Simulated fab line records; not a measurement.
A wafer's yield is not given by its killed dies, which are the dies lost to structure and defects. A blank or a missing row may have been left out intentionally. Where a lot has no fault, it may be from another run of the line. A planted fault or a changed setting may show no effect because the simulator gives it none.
fab line records -- flow sky130
[record] lots = 7, wafers = 20, last_day = 50
route steps=708 shown VIA4@648 METAL5@661 PAD_OPEN@708
lots with no fault: from the same line, run without faults
start_h: hours from the record's opening day to when the first of the lot's shown wafers began -- wait_h: time in hours since the lot's previous step -- " the same as in the row above -- L1.1+2: one row covering several wafers at once -- - either no value or no given start -- * or withheld: withheld -- < > ~ a bound
route shown NAME@n: NAME is a module with steps in the file, n the number in the route of the first one -- usual: mean/standard deviation taken from wafers without a fault -- same: alike in all rows -- chamber/n: place in a boat -- sites: per-site readings -- _std_site: the standard deviation of these -- _edge_site: the outer-site mean with the inner-site mean subtracted -- radius_mm: how far each site lies from the wafer's centre -- mask NAME#n: copy n -- behind: the last tool/chamber to shape the wafer -- hold: the reason the lot was held/the length of the hold in hours/how it ended -- device: the transistor (n, p or np) that didn't switch -- end of line: tests of these same wafers at the route's end -- a step given without rows: its recipe and nothing more -- killed: at the first sort, the dies lost to defects and structure; wafer yield is something else -- map: the dies of a wafer, with x for killed, . for not killed, _ for no die there
set.NAME: the setting that was run; set.NAME@STEP: the one run at that earlier step -- model.NAME: the simulator's own value behind a step, which no gauge read
lots seen at some steps along the route; tables by step, rows by wafer
services: from which hour (start_h, from the record's first day; less than 0 if before it) a tool's chamber was out of use, for how many hours, and why
[[steps]]
[step SKY_VIA4_PEB_09]
[recipe] temp_c = withheld, time_s = *, resist = NOVOLAK
[step SKY_VIA4_DEVELOP_10]
[recipe] resist = NOVOLAK, developer = TMAH, develop_time_s = 60, dev_temp_c = 23
[step SKY_VIA4_OVL_MEAS_11]
[usual] VIA4_OVL = -0.3/1.4
lot.wafer,tool,chamber,start_h,wait_h,VIA4_OVL[nm]
L158.1,overlay-02,-,1027.70,0.1,1.0
L158.3,overlay-02,-,1027.70,0.1,1.9
L158.6,overlay-02,-,1027.70,0.1,0.9
L164.1,overlay-01,-,1067.06,0.1,0.5
L164.4,overlay-01,-,1067.06,0.1,-0.1
L164.5,overlay-01,-,1067.06,0.1,0.5
L174.3,overlay-01,-,1127.13,0.1,0.2
L174.4,overlay-01,-,1127.13,0.1,-1.2
L174.5,overlay-01,-,1127.13,0.1,2.0
L175.2,overlay-01,-,1130.16,0.1,-1.2
L175.4,overlay-01,-,1130.16,0.1,-0.4
L177.1,overlay-01,-,1143.91,0.1,-1.9
L177.3,overlay-01,-,1143.91,0.1,-1.9
L177.6,overlay-01,-,1143.91,0.1,-1.5
L178.2,overlay-02,-,1147.57,0.1,2.2
L178.5,overlay-02,-,1147.57,0.1,0.5
L178.6,overlay-02,-,1147.57,0.1,0.1
L179.1,overlay-02,-,1148.82,0.1,-0.9
L179.5,overlay-02,-,1148.82,0.1,-1.6
L179.6,overlay-02,-,1148.82,0.1,-0.3
[step SKY_VIA4_ETCH_12]
[recipe] target = SiO2, chemistry = C4F8/O2/Ar, stop_on = TiN, mask_material = NOVOLAK, source_w = 1500, bias_w = 1200, pressure_mtorr = 40, c4f8_flow_sccm = withheld, O2_flow_sccm = 6, Ar_flow_sccm = 300, time_s = withheld, target_depth_a = 5800
[usual] oes_product_au = 0.926/0.005
lot.wafer,tool,chamber,start_h,wait_h,oes_product_au
L158.1,rie_diel-03,2,1027.74,0.0,0.927
L158.3,rie_diel-03,3,1027.74,0.0,0.925
L158.6,rie_diel-03,3,1027.74,0.0,0.926
L164.1,rie_diel-03,2,1067.09,0.0,0.929
L164.4,rie_diel-03,0,1067.09,0.0,0.926
L164.5,rie_diel-03,1,1067.09,0.0,0.931
L174.3,rie_diel-03,0,1127.15,0.0,0.933
L174.4,rie_diel-03,2,1127.15,0.0,0.923
L174.5,rie_diel-03,0,1127.15,0.0,0.923
L175.2,rie_diel-01,0,1130.19,0.0,0.922
L175.4,rie_diel-01,1,1130.19,0.0,0.927
L177.1,rie_diel-01,0,1143.94,0.0,0.932
L177.3,rie_diel-01,1,1143.94,0.0,0.926
L177.6,rie_diel-01,0,1143.94,0.0,0.924
L178.2,rie_diel-03,1,1147.60,0.0,0.922
L178.5,rie_diel-03,0,1147.60,0.0,0.926
L178.6,rie_diel-03,3,1147.60,0.0,0.924
L179.1,rie_diel-02,2,1148.85,0.0,0.923
L179.5,rie_diel-02,3,1148.85,0.0,0.924
L179.6,rie_diel-02,0,1148.85,0.0,0.931
[step SKY_VIA4_STRIP_13]
[recipe] chemistry = O2/N2, power_w = 1400, pressure_mtorr = 1500, platen_temp_c = withheld, o2_flow_sccm = 3000, n2_flow_sccm = 300, overash_fraction = 0.5
[usual] drypump_motor_current_A = 5.5/0.44, oes_product_au = 0.710/0.0045, strip_time_to_endpoint_s = 12.802/0.023
lot.wafer,tool,chamber,start_h,wait_h,drypump_motor_current_A,oes_product_au,rf_hours_counter_h,strip_time_to_endpoint_s
L158.1,plasma_asher-01,0,1027.81,-,6.1,0.720,58,12.751
L158.3,plasma_asher-01,0,1027.81,-,6.1,0.715,-,12.764
L158.6,plasma_asher-01,0,1027.81,-,6.1,0.718,-,12.777
L164.1,plasma_asher-01,0,1067.17,-,6.1,0.705,62,12.804
L164.4,plasma_asher-01,1,1067.17,-,5.0,0.704,-,12.821
L164.5,plasma_asher-01,0,1067.17,-,6.1,0.712,-,12.783
L174.3,plasma_asher-04,1,1127.26,-,5.8,0.719,-,12.800
L174.4,plasma_asher-04,0,1127.26,-,5.1,0.708,-,12.794
L174.5,plasma_asher-04,1,1127.26,-,5.9,0.711,-,12.813
L175.2,plasma_asher-04,0,1130.26,-,5.1,0.710,5,12.815
L175.4,plasma_asher-04,0,1130.26,-,5.1,0.704,-,12.822
L177.1,plasma_asher-04,0,1144.02,-,5.1,0.712,7,12.797
L177.3,plasma_asher-04,1,1144.02,-,5.8,0.708,-,12.748
L177.6,plasma_asher-04,0,1144.02,-,5.1,0.709,-,12.836
L178.2,plasma_asher-04,0,1147.67,-,5.1,0.709,7,12.858
L178.5,plasma_asher-04,1,1147.67,-,5.8,0.707,-,12.810
L178.6,plasma_asher-04,0,1147.67,-,5.1,0.713,-,12.850
L179.1,plasma_asher-04,1,1148.92,-,5.8,0.712,7,12.782
L179.5,plasma_asher-04,0,1148.92,-,5.1,0.710,-,12.804
L179.6,plasma_asher-04,1,1148.92,-,5.8,0.711,-,12.815
[step SKY_VIA4_STRIP_14]
[recipe] chemistry = post_etch_residue_remover, time_s = 1200, temp_c = 72.5
[step SKY_VIA4_CLEAN_15]
[recipe] chemistry = IPA, time_s = 180, temp_c = 25
[step SKY_VIA4_CLEAN_16]
[recipe] chemistry = O3/DIW, dry = n2_spin
[step SKY_VIA4_SPUTTER_17]
[recipe] material = TiN, target_thk_nm = 20, chamber_pressure_pa = 5, power_w = 4000, time_s = 80
[usual] chamber_pressure_pa = 4.999/0.0098, throttle_valve_pct = 29.8/1.2
lot.wafer,tool,chamber,start_h,wait_h,chamber_pressure_pa,throttle_valve_pct
L158.1,pvd_sputter-04,-,1028.61,0.0,4.996,31.0
L158.3,pvd_sputter-04,-,1028.61,0.0,4.990,30.1
L158.6,pvd_sputter-04,-,1028.61,0.0,4.995,31.3
L164.1,pvd_sputter-04,-,1067.76,0.0,5.007,27.6
L164.4,pvd_sputter-04,-,1067.76,0.0,5.017,28.7
L164.5,pvd_sputter-04,-,1067.76,0.0,5.000,27.4
L174.3,pvd_sputter-01,-,1127.87,0.0,4.989,30.9
L174.4,pvd_sputter-01,-,1127.87,0.0,4.998,29.7
L174.5,pvd_sputter-01,-,1127.87,0.0,4.989,31.7
L175.2,pvd_sputter-04,-,1130.85,0.0,5.004,31.0
L175.4,pvd_sputter-04,-,1130.85,0.0,5.005,30.0
L177.1,pvd_sputter-01,-,1144.70,0.0,5.006,31.4
L177.3,pvd_sputter-01,-,1144.70,0.0,5.002,31.0
L177.6,pvd_sputter-01,-,1144.70,0.0,5.014,30.9
L178.2,pvd_sputter-02,-,1148.74,0.0,4.998,29.1
L178.5,pvd_sputter-02,-,1148.74,0.0,4.994,28.9
L178.6,pvd_sputter-02,-,1148.74,0.0,5.003,28.6
L179.1,pvd_sputter-04,-,1149.52,0.0,4.975,27.4
L179.5,pvd_sputter-04,-,1149.52,0.0,5.016,28.4
L179.6,pvd_sputter-04,-,1149.52,0.0,5.002,30.1
[step SKY_VIA4_CVD_18]
[recipe] material = W, target_thk_nm = 505, time_s = 152.14, temp_c = 400, pressure_torr = 40
[usual] heater_power_w = 780/59
lot.wafer,tool,chamber,start_h,wait_h,heater_power_w
L158.1,cvd_w-02,1,1028.67,0.0,698
L158.3,cvd_w-02,1,1028.67,0.0,705
L158.6,cvd_w-02,0,1028.67,0.0,789
L164.1,cvd_w-02,1,1067.82,0.0,699
L164.4,cvd_w-02,1,1067.82,0.0,707
L164.5,cvd_w-02,1,1067.82,0.0,709
L174.3,cvd_w-02,0,1128.03,0.1,811
L174.4,cvd_w-02,0,1128.03,0.1,810
L174.5,cvd_w-02,0,1128.03,0.1,784
L175.2,cvd_w-01,1,1130.91,0.0,842
L175.4,cvd_w-01,0,1130.91,0.0,779
L177.1,cvd_w-01,0,1144.76,0.0,750
L177.3,cvd_w-01,1,1144.76,0.0,859
L177.6,cvd_w-01,0,1144.76,0.0,745
L178.2,cvd_w-02,1,1148.81,0.0,705
L178.5,cvd_w-02,1,1148.81,0.0,720
L178.6,cvd_w-02,0,1148.81,0.0,847
L179.1,cvd_w-02,0,1149.58,0.0,811
L179.5,cvd_w-02,1,1149.58,0.0,705
L179.6,cvd_w-02,0,1149.58,0.0,809
[step SKY_VIA4_RS_MEAS_19]
[recipe] thk_meas_gauge = four-point-probe, reads = W_of_VIA4_CVD_18+TiN_of_VIA4_SPUTTER_17
[usual] VIA4_W_RS = 0.2265/0.0028
lot.wafer,tool,chamber,start_h,wait_h,VIA4_W_RS[ohm/sq]
L158.1,film_metro-01,-,1028.82,0.1,0.2319
L158.3,film_metro-01,-,1028.82,0.1,0.2323
L158.6,film_metro-01,-,1028.82,0.1,0.2296
L164.1,film_metro-02,-,1067.97,0.1,0.2321
L164.4,film_metro-02,-,1067.97,0.1,0.2327
L164.5,film_metro-02,-,1067.97,0.1,0.2319
L174.3,film_metro-02,-,1128.27,0.2,0.2245
L174.4,film_metro-02,-,1128.27,0.2,0.2243
L174.5,film_metro-02,-,1128.27,0.2,0.2277
L175.2,film_metro-02,-,1131.08,0.1,0.2237
L175.4,film_metro-02,-,1131.08,0.1,0.2254
L177.1,film_metro-01,-,1144.91,0.1,0.2246
L177.3,film_metro-01,-,1144.91,0.1,0.2260
L177.6,film_metro-01,-,1144.91,0.1,0.2227
L178.2,film_metro-04,-,1148.98,0.1,0.2257
L178.5,film_metro-04,-,1148.98,0.1,0.2257
L178.6,film_metro-04,-,1148.98,0.1,0.2252
L179.1,film_metro-02,-,1149.73,0.1,0.2260
L179.5,film_metro-02,-,1149.73,0.1,0.2265
L179.6,film_metro-02,-,1149.73,0.1,0.2237
[step SKY_VIA4_THK_MEAS_20]
[recipe] thk_meas_gauge = xrf, reads = W_of_VIA4_CVD_18
[usual] VIA4_W_THK = 504/6.3
lot.wafer,tool,chamber,start_h,wait_h,VIA4_W_THK[nm]
L158.1,film_metro-01,-,1028.94,0.1,490
L158.3,film_metro-01,-,1028.94,0.1,492
L158.6,film_metro-01,-,1028.94,0.1,493
L164.1,film_metro-02,-,1068.09,0.1,495
L164.4,film_metro-02,-,1068.09,0.1,492
L164.5,film_metro-02,-,1068.09,0.1,496
L174.3,film_metro-02,-,1128.37,0.1,510
L174.4,film_metro-02,-,1128.37,0.1,509
L174.5,film_metro-02,-,1128.37,0.1,498
L175.2,film_metro-02,-,1131.19,0.1,511
L175.4,film_metro-02,-,1131.19,0.1,509
L177.1,film_metro-01,-,1148.85,3.9,506
L177.3,film_metro-01,-,1148.85,3.9,503
L177.6,film_metro-01,-,1148.85,3.9,511
L178.2,film_metro-04,-,1149.09,0.1,502
L178.5,film_metro-04,-,1149.09,0.1,503
L178.6,film_metro-04,-,1149.09,0.1,506
L179.1,film_metro-02,-,1149.85,0.1,505
L179.5,film_metro-02,-,1149.85,0.1,503
L179.6,film_metro-02,-,1149.85,0.1,513
[step SKY_VIA4_CMP_21]
[recipe] stop_on = SiO2, t_overpolish_s = 25, down_force_psi = 3.5, platen_rpm = 60, target_thk_nm = 0, pad_velocity_m_s = 0.94248
[usual] motor_current_A = 10.4/1.1, overpolish_run_s = 24.999/0.009, slurry_flow_ml_min = 150.0/0.48, time_to_endpoint_s = 122/4.3
lot.wafer,tool,chamber,start_h,wait_h,motor_current_A,overpolish_run_s,slurry_flow_ml_min,time_to_endpoint_s
L158.3,cmp-01,2,1029.00,0.0,9.3,24.993,149.8,125
L158.1,cmp-01,1,1029.00,0.0,11.1,24.999,150.3,117
L158.6,cmp-01,3,1029.00,0.0,10.1,25.009,150.3,116
L164.1,cmp-01,1,1068.20,0.1,10.5,25.001,150.3,120
L164.4,cmp-01,3,1068.20,0.1,10.8,25.003,150.4,115
L164.5,cmp-01,0,1068.20,0.1,12.1,24.988,150.0,124
L174.3,cmp-01,0,1128.41,0.0,11.6,0.035,149.9,193
L174.4,cmp-01,3,1128.41,0.0,11.6,24.988,150.6,120
L174.5,cmp-01,1,1128.41,0.0,10.5,25.004,150.5,125
L175.2,cmp-01,3,1131.31,0.1,11.1,0.042,149.3,194
L175.4,cmp-01,0,1131.31,0.1,11.8,25.009,149.8,124
L177.1,cmp-01,1,1149.01,0.1,10.0,25.001,149.8,121
L177.3,cmp-01,2,1149.01,0.1,9.3,0.042,150.4,193
L177.6,cmp-01,0,1149.01,0.1,11.2,24.992,150.1,128
L178.2,cmp-02,1,1149.29,0.2,11.6,25.011,150.1,121
L178.6,cmp-02,2,1149.29,0.2,8.9,24.987,149.5,121
L178.5,cmp-02,3,1149.29,0.2,9.5,25.003,150.1,120
L179.1,cmp-02,2,1150.06,0.2,8.6,24.987,150.4,121
L179.6,cmp-02,3,1150.06,0.2,10.0,24.994,150.1,130
L179.5,cmp-02,0,1150.06,0.2,11.7,24.994,148.6,130
[step SKY_METAL5_SPUTTER_00]
[recipe] material = Ti, target_thk_nm = 15, power_w = 3000, time_s = 10, chamber_pressure_pa = 0.4
[usual] chamber_pressure_pa = 0.4000/0.00089, throttle_valve_pct = 29.3/0.88
lot.wafer,tool,chamber,start_h,wait_h,chamber_pressure_pa,throttle_valve_pct
L158.1,pvd_sputter-02,-,1029.30,0.1,0.3996,28.7
L158.3,pvd_sputter-02,-,1029.30,0.1,0.3987,29.0
L158.6,pvd_sputter-02,-,1029.30,0.1,0.3981,30.3
L164.1,pvd_sputter-04,-,1068.45,0.2,0.4009,31.1
L164.4,pvd_sputter-04,-,1068.45,0.2,0.4006,30.0
L164.5,pvd_sputter-04,-,1068.45,0.2,0.4011,30.2
L174.4,pvd_sputter-03,-,1128.71,0.1,0.3982,29.1
L174.5,pvd_sputter-03,-,1128.71,0.1,0.3996,29.7
L175.4,pvd_sputter-03,-,1131.61,0.2,0.3998,29.8
L177.1,pvd_sputter-03,-,1149.21,0.1,0.3989,29.2
L177.6,pvd_sputter-03,-,1149.21,0.1,0.3999,29.1
L178.2,pvd_sputter-02,-,1149.44,0.1,0.3998,30.2
L178.5,pvd_sputter-02,-,1149.44,0.1,0.4019,29.2
L178.6,pvd_sputter-02,-,1149.44,0.1,0.3990,28.5
L179.1,pvd_sputter-04,-,1150.21,0.1,0.3992,29.9
L179.5,pvd_sputter-04,-,1150.21,0.1,0.3993,31.1
L179.6,pvd_sputter-04,-,1150.21,0.1,0.4002,28.7
[step SKY_PAD_OPEN_PROBE_99]
[usual] defect_limited_yield = 82.6/1.8, killed_at_M0_to_M3 = 43/6.6, killed_at_M4_up = 2.9/1.6, killed_at_contacts = 24/4.9, killed_at_front_end = 15/4.5, killed_at_other = 0.2/0.45, killed_dies = 86/8.8, killed_on_rim = 16/4.2, killed_open = 48/6.4, killed_short = 38/5.6, sort_bin_3_pad_short = 0.8/0.38, sort_bin_5_function = 10.2/1.4, sort_bin_6_memory = 6.4/1.1, sort_n_pass = 406/8.8, sort_yield_pct = 82.6/1.8
[same] gross_dies = 492, killed_at_back_side = 0, sort_bin_4_leakage[%] = 0, sort_bin_8_speed[%] = 0
lot.wafer,tool,chamber,start_h,wait_h,defect_limited_yield[%],killed_at_M0_to_M3,killed_at_M4_up,killed_at_contacts,killed_at_front_end,killed_at_other,killed_dies,killed_on_rim,killed_open,killed_short,sort_bin_3_pad_short[%],sort_bin_5_function[%],sort_bin_6_memory[%],sort_n_pass,sort_yield_pct[%]
L158.1,prober-01,-,1097.07,0.1,83.9,34,3,30,12,0,79,18,48,31,0.2,10.8,5.1,413,83.9
L158.3,prober-01,-,1097.17,0.2,82.3,44,2,28,13,0,87,13,44,43,0.8,11.2,5.7,405,82.3
L158.6,prober-01,-,1097.32,0.2,85.4,38,3,18,13,0,72,6,40,32,1.2,8.5,4.9,420,85.4
L164.1,prober-02,-,1133.39,0.1,80.3,50,3,23,20,1,97,18,51,46,1.0,10.8,7.9,395,80.3
L164.4,prober-02,-,1133.54,0.2,83.5,48,1,19,13,0,81,19,43,38,0.8,8.9,6.7,411,83.5
L164.5,prober-02,-,1133.59,0.2,85.4,44,1,15,12,0,72,15,37,35,1.0,7.9,5.7,420,85.4
L174.3,prober-02,-,1186.23,0.2,0,46,410,20,16,0,492,96,43,42,83.9,9.8,6.3,0,0
L174.4,prober-02,-,1186.28,0.2,79.5,45,3,32,21,0,101,26,60,41,0.8,12.8,6.9,391,79.5
L174.5,prober-02,-,1186.33,0.2,80.1,53,3,29,13,0,98,22,57,41,1.0,11.6,7.3,394,80.1
L175.2,prober-01,-,1188.29,0.1,0,33,422,23,14,0,492,96,44,29,85.4,9.6,5.1,0,0
L175.4,prober-01,-,1188.39,0.2,83.1,41,2,24,16,0,83,13,45,38,1.2,9.1,6.5,409,83.1
L177.1,prober-01,-,1202.84,0.1,83.7,39,1,27,13,0,80,17,45,35,1.2,8.1,6.9,412,83.7
L177.3,prober-01,-,1202.94,0.2,0,53,400,24,14,1,492,96,53,40,81.7,10.8,7.5,0,0
L177.6,prober-01,-,1203.09,0.2,80.5,55,0,30,11,0,96,14,55,41,0.8,13.0,5.7,396,80.5
L178.2,prober-02,-,1203.83,0.1,88.6,27,2,21,6,0,56,9,31,25,0.6,6.5,4.3,436,88.6
L178.5,prober-02,-,1203.98,0.2,82.9,44,6,29,5,0,84,13,49,35,1.2,9.3,6.5,408,82.9
L178.6,prober-02,-,1204.03,0.2,85.6,34,2,26,9,0,71,18,35,36,0.4,8.7,5.3,421,85.6
// killed by level:class
L158.1 LI_CONTACT:geometric_particle:open=10 CONTACT:geometric_particle:open=9 VIA3:geometric_particle:open=8 VIA1:geometric_particle:open=6 VIA2:geometric_particle:short=5 CONTACT:geometric_particle:short=4 FIELD_ISO:geometric_particle:short=3 POLY_GATE:geometric_particle:open=3
L158.3 CONTACT:geometric_particle:open=13 VIA1:geometric_particle:open=11 LOCAL_INTERCONNECT:geometric_particle:short=7 METAL1:geometric_particle:short=6 METAL2:geometric_particle:short=6 VIA2:geometric_particle:open=6 FIELD_ISO:geometric_particle:short=5 VIA3:geometric_particle:open=5
L158.6 VIA1:geometric_particle:open=11 CONTACT:geometric_particle:open=8 VIA1:geometric_particle:short=5 METAL2:geometric_particle:short=5 FIELD_ISO:geometric_particle:open=4 FIELD_ISO:geometric_particle:short=3 LI_CONTACT:geometric_particle:open=3 LOCAL_INTERCONNECT:geometric_particle:open=3
L164.1 VIA1:geometric_particle:open=14 METAL1:geometric_particle:short=9 CONTACT:geometric_particle:open=8 VIA1:geometric_particle:short=6 FIELD_ISO:geometric_particle:open=5 POLY_GATE:geometric_particle:short=5 LI_CONTACT:geometric_particle:open=5 VIA2:geometric_particle:open=5
L164.4 VIA1:geometric_particle:open=11 FIELD_ISO:geometric_particle:short=7 CONTACT:geometric_particle:open=7 VIA2:geometric_particle:open=7 VIA3:geometric_particle:open=7 CONTACT:geometric_particle:short=6 METAL1:geometric_particle:short=5 VIA2:geometric_particle:short=5
L164.5 VIA1:geometric_particle:open=13 METAL1:geometric_particle:short=8 LI_CONTACT:geometric_particle:open=6 FIELD_ISO:geometric_particle:short=4 VIA2:geometric_particle:open=4 CONTACT:geometric_particle:open=4 METAL2:geometric_particle:short=4 VIA2:geometric_particle:short=4
L174.3 VIA4:area_cmp=407 VIA1:geometric_particle:open=13 VIA1:geometric_particle:short=9 VIA2:geometric_particle:open=6 FIELD_ISO:geometric_particle:short=5 METAL2:geometric_particle:short=5 LI_CONTACT:geometric_particle:open=5 LOCAL_INTERCONNECT:geometric_particle:short=5
L174.4 CONTACT:geometric_particle:open=14 VIA1:geometric_particle:open=12 VIA3:geometric_particle:open=9 METAL2:geometric_particle:short=7 LOCAL_INTERCONNECT:geometric_particle:short=7 FIELD_ISO:geometric_particle:open=6 LI_CONTACT:geometric_particle:open=6 FIELD_ISO:geometric_particle:short=4
L174.5 LI_CONTACT:geometric_particle:open=12 VIA3:geometric_particle:open=11 VIA2:geometric_particle:open=9 VIA1:geometric_particle:open=8 FIELD_ISO:geometric_particle:open=6 VIA1:geometric_particle:short=6 CONTACT:geometric_particle:open=6 METAL1:geometric_particle:short=6
L175.2 VIA4:area_cmp=419 CONTACT:geometric_particle:open=8 LI_CONTACT:geometric_particle:open=7 VIA1:geometric_particle:open=6 VIA3:geometric_particle:open=6 FIELD_ISO:geometric_particle:open=5 METAL1:geometric_particle:short=5 VIA2:geometric_particle:open=5
L175.4 VIA1:geometric_particle:open=9 FIELD_ISO:geometric_particle:open=6 LI_CONTACT:geometric_particle:open=6 VIA2:geometric_particle:open=6 CONTACT:geometric_particle:open=5 CONTACT:geometric_particle:short=5 METAL2:geometric_particle:short=5 METAL3:geometric_particle:short=4
L177.1 VIA1:geometric_particle:open=14 CONTACT:geometric_particle:open=8 LI_CONTACT:geometric_particle:open=7 FIELD_ISO:geometric_particle:short=6 METAL1:geometric_particle:short=6 CONTACT:geometric_particle:short=5 VIA1:geometric_particle:short=4 FIELD_ISO:geometric_particle:open=3
L177.3 VIA4:area_cmp=399 VIA1:geometric_particle:open=16 CONTACT:geometric_particle:open=8 FIELD_ISO:geometric_particle:short=6 VIA2:geometric_particle:short=6 LOCAL_INTERCONNECT:geometric_particle:short=6 VIA3:geometric_particle:open=6 VIA2:geometric_particle:open=6
L177.6 CONTACT:geometric_particle:open=11 VIA1:geometric_particle:open=11 VIA2:geometric_particle:open=10 METAL2:geometric_particle:short=8 VIA3:geometric_particle:open=8 LI_CONTACT:geometric_particle:open=6 METAL1:geometric_particle:short=6 LOCAL_INTERCONNECT:geometric_particle:short=5
L178.2 VIA1:geometric_particle:open=7 LI_CONTACT:geometric_particle:open=6 VIA2:geometric_particle:open=6 CONTACT:geometric_particle:open=5 LI_CONTACT:geometric_particle:short=4 METAL1:geometric_particle:short=4 LOCAL_INTERCONNECT:geometric_particle:short=3 VIA1:geometric_particle:short=3
L178.5 VIA1:geometric_particle:open=14 CONTACT:geometric_particle:open=10 VIA2:geometric_particle:open=10 LI_CONTACT:geometric_particle:open=9 VIA1:geometric_particle:short=6 METAL4:geometric_particle:short=5 LOCAL_INTERCONNECT:geometric_particle:short=4 METAL1:geometric_particle:short=4
L178.6 CONTACT:geometric_particle:open=11 VIA1:geometric_particle:open=8 CONTACT:geometric_particle:short=6 METAL2:geometric_particle:short=6 VIA3:geometric_particle:open=5 LI_CONTACT:geometric_particle:short=4 LI_CONTACT:geometric_particle:open=4 VIA2:geometric_particle:short=4
// map L174.3 (x killed, . not)
__________xxxxxxxxxx_________
________xxxxxxxxxxxxxx_______
______xxxxxxxxxxxxxxxxxx_____
_____xxxxxxxxxxxxxxxxxxxx____
____xxxxxxxxxxxxxxxxxxxxxx___
___xxxxxxxxxxxxxxxxxxxxxxxx__
__xxxxxxxxxxxxxxxxxxxxxxxxxx_
_xxxxxxxxxxxxxxxxxxxxxxxxxxxx
_xxxxxxxxxxxxxxxxxxxxxxxxxxxx
_xxxxxxxxxxxxxxxxxxxxxxxxxxxx
_xxxxxxxxxxxxxxxxxxxxxxxxxxxx
_xxxxxxxxxxxxxxxxxxxxxxxxxxxx
_xxxxxxxxxxxxxxxxxxxxxxxxxxxx
_xxxxxxxxxxxxxxxxxxxxxxxxxxxx
_xxxxxxxxxxxxxxxxxxxxxxxxxxxx
__xxxxxxxxxxxxxxxxxxxxxxxxxx_
___xxxxxxxxxxxxxxxxxxxxxxxx__
____xxxxxxxxxxxxxxxxxxxxxx___
_____xxxxxxxxxxxxxxxxxxxx____
______xxxxxxxxxxxxxxxxxx_____
________xxxxxxxxxxxxxx_______
__________xxxxxxxxxx_________
// map L175.2 (x killed, . not)
__________xxxxxxxxxx_________
________xxxxxxxxxxxxxx_______
______xxxxxxxxxxxxxxxxxx_____
_____xxxxxxxxxxxxxxxxxxxx____
____xxxxxxxxxxxxxxxxxxxxxx___
___xxxxxxxxxxxxxxxxxxxxxxxx__
__xxxxxxxxxxxxxxxxxxxxxxxxxx_
_xxxxxxxxxxxxxxxxxxxxxxxxxxxx
_xxxxxxxxxxxxxxxxxxxxxxxxxxxx
_xxxxxxxxxxxxxxxxxxxxxxxxxxxx
_xxxxxxxxxxxxxxxxxxxxxxxxxxxx
_xxxxxxxxxxxxxxxxxxxxxxxxxxxx
_xxxxxxxxxxxxxxxxxxxxxxxxxxxx
_xxxxxxxxxxxxxxxxxxxxxxxxxxxx
_xxxxxxxxxxxxxxxxxxxxxxxxxxxx
__xxxxxxxxxxxxxxxxxxxxxxxxxx_
___xxxxxxxxxxxxxxxxxxxxxxxx__
____xxxxxxxxxxxxxxxxxxxxxx___
_____xxxxxxxxxxxxxxxxxxxx____
______xxxxxxxxxxxxxxxxxx_____
________xxxxxxxxxxxxxx_______
__________xxxxxxxxxx_________
[[services]]
tool,chamber,start_h,hours,kind
cmp-01,-,1006.59,10.6,repair
cvd_w-01,-,1037.88,6.9,pm
cmp-02,-,1039.99,4.5,pm
rie_diel-01,0,1047.91,4.1,repair
plasma_asher-01,-,1050.13,1.3,repair
plasma_asher-04,-,1055.25,9.0,pm
cmp-01,-,1058.55,3.5,repair
rie_diel-03,1,1062.70,1.7,repair
plasma_asher-01,-,1064.93,1.5,repair
rie_diel-01,-,1073.58,1.1,repair
cmp-01,-,1082.43,1.5,repair
pvd_sputter-03,-,1083.74,4.6,repair
cmp-01,-,1084.00,4.0,pm
plasma_asher-04,-,1089.93,14.6,pm
cmp-02,-,1091.49,2.3,repair
cvd_w-01,-,1092.17,7.9,repair
cmp-01,-,1100.36,1.1,repair
cvd_w-01,0,1103.94,6.0,repair
cmp-02,-,1112.44,1.4,repair
cvd_w-02,1,1123.39,11.4,repair
pvd_sputter-01,-,1131.03,1.9,repair
cmp-02,-,1131.37,0.8,repair
cmp-01,-,1135.01,4.1,pm
pvd_sputter-01,-,1146.95,3.4,repair
[[key]]
[first_sign] step = SKY_VIA4_CMP_21, reading = overpolish_run_s, direction = down, sigmas = 99+, usual = 24.999, struck = 0.040
[effect] step = SKY_VIA4_CMP_21, reading = time_to_endpoint_s, direction = up, sigmas = 17, usual = *, struck = *
[effect] step = SKY_PAD_OPEN_PROBE_99, reading = killed_at_M4_up, direction = up, sigmas = 99+, usual = 2.9, struck = 410.7
[more_kills_born_at] SKY_VIA4_CMP_21@cmp-01 = 1225
met_at SKY_VIA4_CMP_21
struck_wafers L174.3,L175.2,L177.3
later_rows_left_out L174.3,L175.2,L177.3
onset_between 1068.20 1128.41
[fault] kind = process_parameter_drift, tool = cmp-01, chamber = -, onset_h = 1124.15, steps = SKY_VIA4_CMP_21, channel = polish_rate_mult, offset = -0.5, shape = step, end_h = 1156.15, scope = struck_wafers_only
// later_rows_left_out: the simulator's readings of these wafers behind a module that went badly wrong aren't trusted and aren't shown, but for the sort
